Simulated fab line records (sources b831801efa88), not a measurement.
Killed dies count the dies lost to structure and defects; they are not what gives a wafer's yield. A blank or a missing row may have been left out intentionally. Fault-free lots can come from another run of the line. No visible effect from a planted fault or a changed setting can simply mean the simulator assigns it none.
A lot that was struck, set against a sound lot -- flow sky130 -- 16 out of 708 route steps
Sound: the wafers L164.1, L164.4, L164.5. Wafers struck: L168.2, L168.3, L168.4. The cause is named last.
Order at every step that has rows: each side's tool, ch and its chambers, its first start. Under that, the readings that differ: sound wafers -- struck wafers -- difference of the means -- sigmas: that difference in standard deviations of wafers without a fault.
alike: same words and numbers on both sides, and readings whose means sit less than 2 such deviations apart. not compared: any withheld reading, any reading some wafer has no value for, any bound like >300 that may hide the same value, and any number with overlapping values for which the record gives no deviation.
A row with sigmas, a row that says differs or no value, or rows on one side alone: a step with any of these is where the two part. Numbers that don't overlap but have no deviation are shown without sigmas and don't part them. A reading that every wafer of one side lacks parts them only if that side has two wafers or more.

first, 8 steps without rows for these wafers: SKY_CONTACT_DEHYDRATE_06 (time 60 s); SKY_CONTACT_HMDS_07 (prime time 60 s); SKY_CONTACT_COAT_08 (resist thk 60 nm); SKY_CONTACT_COAT_09 (resist thk 450 nm); SKY_CONTACT_SOFTBAKE_10 (time 90 s); SKY_CONTACT_EXPOSE_11 (exposes mask CTM1, target cd 170 nm); SKY_CONTACT_PEB_12; SKY_CONTACT_DEVELOP_13 (develop time 60 s).
SKY_CONTACT_CD_MEAS_14: target cd 170 nm.
  sound on cdSem-02 at day 36 22:50; struck on cdSem-02 at day 37 17:10
reading,sound,struck,difference,sigmas
cdNm (nm),173.8 172.6 173.5,170.4 169.3 169.1,-3.7,-2
SKY_CONTACT_OVL_MEAS_15:
  sound on overlay-02 at day 36 22:58; struck on overlay-02 at day 37 17:17
  alike: CONTACT_OVL
SKY_CONTACT_ETCH_16: etches BARC in N2/H2, stops on SiO2, time 45.9 s, target depth 60 nm.
  sound on rieDiel-03 ch 0,2,3, day 36 22:59; struck on rieDiel-04 ch 0,2,3, day 37 17:19
  alike: biasW, drypumpMotorCurrentA, h2FlowSccm, oesProductAu, throttleValvePct
  not compared: rfHoursCounterH
SKY_CONTACT_ETCH_17: etches SiO2 in C4F8/O2/Ar, stops on Si3N4, target depth 340 nm.
  sound on rieDiel-03 ch 0,2,3, day 36 23:02; struck on rieDiel-04 ch 0,2,3, day 37 17:21
  alike: biasW, oesProductAu
SKY_CONTACT_ETCH_18: etches Si3N4 in CHF3/O2, stops on TiN, time 39 s, target depth 75 nm.
  sound on rieDiel-03 ch 0,2,3, day 36 23:00; struck on rieDiel-04 ch 0,2,3, day 37 17:00
reading,sound,struck,difference,sigmas
biasW (W),200.7 199.5 200.4,303.5 304.0 303.7,+103.5,+99 or more
model.KrF-thick_of_CONTACT_COAT_09.thkNm (nm),245.8 247.1 247.9,228.3 231 228.9,-17.5,
model.TiN_of_LOCAL_INTERCONNECT_SPUTTER_00.thkNm (nm),101.8 99.16 100.7,98.05 99.11 98.47,-2.01,
  alike: drypumpMotorCurrentA, oesProductAu, throttleValvePct
  not compared: rfHoursCounterH
SKY_CONTACT_STRIP_19: strips in O2/N2.
  sound on plasmaAsher-01 ch 1, day 36 23:07; struck on plasmaAsher-02 ch 0,1, day 37 17:26
reading,sound,struck,difference,sigmas
oesProductAu (a.u.),0.381 0.389 0.379,0.367 0.377 0.376,-0.010,-2
stripTimeToEndpointS (s),3.65 3.66 3.68,3.47 3.48 3.48,-0.19,-6
  alike: drypumpMotorCurrentA
  not compared: rfHoursCounterH
then, 1 step without rows for these wafers: SKY_CONTACT_STRIP_20 (strips in post etch residue remover, time 1200 s).
-- the record jumps here: 13 days lie between the struck wafers' starts before and after (it left off in module CONTACT and takes up again in module PAD_OPEN, whose first step shown is number 708 of the route) --
SKY_PAD_OPEN_PROBE_99:
  the record has rows for the struck wafers here (prober-02, day 50 06:39) and none for the sound ones

== WHERE THEY PART ==
First at SKY_CONTACT_CD_MEAS_14; last, within this record, at SKY_PAD_OPEN_PROBE_99.

WHY: what the simulator had put in
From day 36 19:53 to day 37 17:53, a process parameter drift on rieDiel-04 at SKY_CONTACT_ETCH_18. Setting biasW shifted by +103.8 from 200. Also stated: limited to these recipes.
